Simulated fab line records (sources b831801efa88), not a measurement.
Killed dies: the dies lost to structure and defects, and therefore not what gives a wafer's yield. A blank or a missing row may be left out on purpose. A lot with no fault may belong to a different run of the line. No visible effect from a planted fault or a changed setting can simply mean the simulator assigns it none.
Struck lot and sound lot, side by side || flow gf180mcu || 21 out of 602 route steps
Sound: wafers L818.2, L818.5, L818.6. Wafers L826.2, L826.4, L826.5 were the ones struck. The cause is given at the end.
Per side, at each step with rows, come the tool, then ch with its chambers, and then its first start. Under that, the readings that differ: sound wafers || struck wafers || difference of the means || sigmas: that difference in standard deviations of wafers without a fault.
alike: readings with means less than 2 such deviations apart, plus words and numbers identical on both sides. not compared: withheld readings, readings lacking a value on some wafer, bounds such as >300 that could conceal the same value, and numbers that have no deviation in the record and whose values overlap.
The two part at a step that has a row with sigmas, a row that says differs or no value, or rows on one side only. Numbers that have no deviation but don't overlap get no sigmas and don't part them. A reading that every wafer of one side lacks parts them only if that side has two wafers or more.

GF_POLY_GATE_OVL_MEAS_11:
  sound on overlay-02, day 9 10:54; struck on overlay-02, day 11 23:48
{"reading": "POLY_GATE_OVL (nm)", "sound": "-11 3 -12", "struck": "10 8 3", "difference": "+14", "sigmas": "+3"}
GF_POLY_GATE_ETCH_12: etches BARC in N2/H2.
  sound on rie_diel-01 ch 0,2,3, day 9 10:56; struck on rie_diel-03 ch 0,1,3, day 11 23:50
  alike: chamber_pressure_mTorr, drypump_motor_current_A, oes_product_au, throttle_valve_pct
GF_POLY_GATE_ETCH_13: etches poly-Si in HBr/Cl2, stops on SiO2, target depth 198.5 nm, time 69.6 s.
  sound on rie_si-01 ch 0,1,3, day 9 10:59; struck on rie_si-01 ch 2,3, day 11 23:53
  alike: chamber_pressure_mTorr, drypump_motor_current_A, oes_product_au, throttle_valve_pct
  not compared: rf_hours_counter_h
GF_POLY_GATE_STRIP_14: strips in O2/N2.
  sound on plasma_asher-01 ch 0,1, day 9 11:02; struck on plasma_asher-03 ch 0,1, day 11 23:56
  alike: chamber_pressure_mTorr, drypump_motor_current_A, heater_power_w, oes_product_au
  not compared: rf_hours_counter_h
then, 2 steps without rows for these wafers: GF_POLY_GATE_CLEAN_15 (cleans in SC1/SC2, time 150 s); GF_POLY_GATE_OXIDATION_16 (stabilise 600 s, purge 300 s, target thk 4 nm).
GF_POLY_GATE_THK_MEAS_17:
  sound on film_metro-03, day 9 12:26; struck on film_metro-04, day 12 01:21
  alike: POLY_GATE_OXIDATION_THK
GF_POLY_GATE_CD_MEAS_18:
  sound on cd_sem-01, day 9 12:31; struck on cd_sem-01, day 12 01:26
  alike: cd_nm
then, 4 steps without rows for these wafers: GF_HV_LDD_DEHYDRATE_00 (time 60 s); GF_HV_LDD_HMDS_01 (prime time 60 s); GF_HV_LDD_COAT_02 (resist thk 1000 nm); GF_HV_LDD_SOFTBAKE_03 (time 60 s).
GF_HV_LDD_EXPOSE_04: exposes mask Nplus LV AREA, target cd 400 nm.
  sound on iline_stepper-02 ch 0, day 9 21:35; struck on iline_stepper-02 ch 0, day 12 10:47
{"reading": "mask", "sound": "Nplus_LV_AREA#0 Nplus_LV_AREA#0 Nplus_LV_AREA#0", "struck": "Nwell_HV_AREA#0 Nwell_HV_AREA#0 Nwell_HV_AREA#0", "difference": "differs", "sigmas": ""}
  alike: exposure_dose_mJ_cm2
then, 2 steps without rows for these wafers: GF_HV_LDD_PEB_05; GF_HV_LDD_DEVELOP_06 (develop time 60 s).
GF_HV_LDD_CD_MEAS_07: target cd 400 nm.
  sound on cd_sem-01, day 10 06:14; struck on cd_sem-02, day 12 21:02
{"reading": "cd_nm (nm)", "sound": "397.0 395.4 395.5", "struck": "- - -", "difference": "no value on the struck wafers", "sigmas": ""}
GF_HV_LDD_OVL_MEAS_08:
  sound on overlay-01, day 10 06:20; struck on overlay-02, day 12 21:08
{"reading": "HV_LDD_OVL (nm)", "sound": "0.1 0.3 -0.4", "struck": "- - -", "difference": "no value on the struck wafers", "sigmas": ""}
after that, 1 step had no rows for these wafers: GF_HV_LDD_IMPLANT_09.
GF_HV_LDD_STRIP_10: strips in O2/N2.
  sound on plasma_asher-03 ch 0,1, day 10 06:31; struck on plasma_asher-04 ch 0,1, day 12 21:19
  alike: chamber_pressure_mTorr, drypump_motor_current_A, heater_power_w, oes_product_au, strip_time_to_endpoint_s
  not compared: rf_hours_counter_h
GF_HV_LDD_TW_MEAS_11:
  sound on film_metro-03, day 10 06:37; struck on film_metro-02, day 12 21:39
{"reading": "HV_LDD_TW", "sound": "2406 2434 2410", "struck": "30 30 30", "difference": -2387, "sigmas": "-99 or more"}
  not compared: hold
GF_PASSIVATION_PROBE_99:
  the record has rows for the sound wafers here (prober-02, day 29 09:01) and none for the struck ones

WHERE THEY PART
First at GF_POLY_GATE_OVL_MEAS_11; last, within this record, at GF_PASSIVATION_PROBE_99.

WHY: what the simulator had put in
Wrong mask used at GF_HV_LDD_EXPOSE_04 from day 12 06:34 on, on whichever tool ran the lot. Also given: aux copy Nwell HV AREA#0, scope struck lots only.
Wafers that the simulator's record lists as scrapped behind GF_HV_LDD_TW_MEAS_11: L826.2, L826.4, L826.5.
